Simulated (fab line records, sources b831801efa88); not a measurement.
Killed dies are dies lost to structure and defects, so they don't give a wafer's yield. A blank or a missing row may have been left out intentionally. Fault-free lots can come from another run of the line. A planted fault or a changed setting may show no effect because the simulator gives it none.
A sampling plan put to the test + flow sky130 + 10 faults told of in these records, all on one fab line, each judged by the records of the lots it struck
What counts as the plan is the set of the line's own looks, namely the steps on the route at which a gauge or an inspection reads a wafer and does not change it. Where struck wafers have a number at a look and the file lists that look's usual mean and standard deviation on fault-free wafers, the look can be judged. Caught: 4 or more of those standard deviations (sigma) separate the usual mean from the mean of the struck wafers at a look after the fault's first step. On the tool: the fault's steps, tested the same way using the tool's own readings. Another recipe on the struck wafers, or a record that is blank for them alone, also counts as caught.

## THE FAULTS, as the simulator had put them in
1. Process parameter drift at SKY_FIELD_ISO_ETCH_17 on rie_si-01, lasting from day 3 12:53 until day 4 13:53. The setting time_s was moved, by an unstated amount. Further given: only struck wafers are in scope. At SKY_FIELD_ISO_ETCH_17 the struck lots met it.
2. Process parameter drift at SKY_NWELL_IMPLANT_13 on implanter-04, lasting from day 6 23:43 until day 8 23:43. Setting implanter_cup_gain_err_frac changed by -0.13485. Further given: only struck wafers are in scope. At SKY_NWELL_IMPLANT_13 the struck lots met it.
3. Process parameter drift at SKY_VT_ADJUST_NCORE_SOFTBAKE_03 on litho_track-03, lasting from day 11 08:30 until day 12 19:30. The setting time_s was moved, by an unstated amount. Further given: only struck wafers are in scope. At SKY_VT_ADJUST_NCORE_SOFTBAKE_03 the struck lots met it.
4. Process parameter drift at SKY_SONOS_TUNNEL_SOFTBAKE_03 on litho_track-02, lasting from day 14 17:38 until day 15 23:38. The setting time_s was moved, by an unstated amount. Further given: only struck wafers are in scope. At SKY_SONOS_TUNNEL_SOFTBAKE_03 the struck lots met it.
5. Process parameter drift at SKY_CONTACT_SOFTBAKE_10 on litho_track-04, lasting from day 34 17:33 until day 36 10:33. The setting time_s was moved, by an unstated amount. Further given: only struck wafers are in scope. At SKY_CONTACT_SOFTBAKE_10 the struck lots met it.
6. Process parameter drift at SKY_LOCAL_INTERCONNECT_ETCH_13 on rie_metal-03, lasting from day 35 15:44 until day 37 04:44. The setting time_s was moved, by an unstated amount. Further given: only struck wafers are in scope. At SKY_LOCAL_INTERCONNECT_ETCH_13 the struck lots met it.
7. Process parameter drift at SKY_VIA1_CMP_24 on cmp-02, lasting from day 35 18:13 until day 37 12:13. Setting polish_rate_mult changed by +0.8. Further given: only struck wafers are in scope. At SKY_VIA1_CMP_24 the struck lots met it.
8. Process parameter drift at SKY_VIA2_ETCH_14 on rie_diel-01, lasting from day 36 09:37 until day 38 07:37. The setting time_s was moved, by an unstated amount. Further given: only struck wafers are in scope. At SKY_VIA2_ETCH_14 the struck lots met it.
9. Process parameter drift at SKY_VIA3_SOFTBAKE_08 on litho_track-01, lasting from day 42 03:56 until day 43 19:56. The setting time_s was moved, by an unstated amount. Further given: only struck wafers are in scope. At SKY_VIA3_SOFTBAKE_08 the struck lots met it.
10. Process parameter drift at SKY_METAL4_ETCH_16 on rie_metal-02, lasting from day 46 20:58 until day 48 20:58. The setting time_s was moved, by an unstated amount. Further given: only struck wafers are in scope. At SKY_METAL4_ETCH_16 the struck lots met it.

## WHAT THE PLAN SAW
| fault | on the tool itself               | first look that catches it                      | reading, sigma | median hours from its first step to that look | hours from the fault's start to the first struck lot there | judged looks passed uncaught |
|-------|----------------------------------|-------------------------------------------------|----------------|-----------------------------------------------|------------------------------------------------------------|------------------------------|
| 1     | run_length_s -77 sigma           | none of the 2 looks that can be judged after it | -              | -                                             | -                                                          | 2                            |
| 2     | beam_on_s +7.8 sigma             | no look after it can be judged                  | -              | -                                             | -                                                          | 0                            |
| 3     | heater_power_total_W +15 sigma   | no look after it can be judged                  | -              | -                                             | -                                                          | 0                            |
| 4     | run_length_s +46 sigma           | no look after it can be judged                  | -              | -                                             | -                                                          | 0                            |
| 5     | run_length_s -99 or beyond sigma | no look after it can be judged                  | -              | -                                             | -                                                          | 0                            |
| 6     | oes_product_au +9.2 sigma        | no look after it can be judged                  | -              | -                                             | -                                                          | 0                            |
| 7     | time_to_endpoint_s -10 sigma     | no look after it can be judged                  | -              | -                                             | -                                                          | 0                            |
| 8     | oes_product_au +5.2 sigma        | no look after it can be judged                  | -              | -                                             | -                                                          | 0                            |
| 9     | run_length_s -63 sigma           | no look after it can be judged                  | -              | -                                             | -                                                          | 0                            |
| 10    | run_length_s +11 sigma           | no look after it can be judged                  | -              | -                                             | -                                                          | 0                            |
A dash: the fault is not caught, or the number is missing from these records.

Caught at a look: 0 of 10. Caught on the tool: 10 of 10. By one or the other: 10 of 10.
Faults 1, 2, 3, 4, 5, 6, 7, 8, 9, 10 were caught on the tool alone.
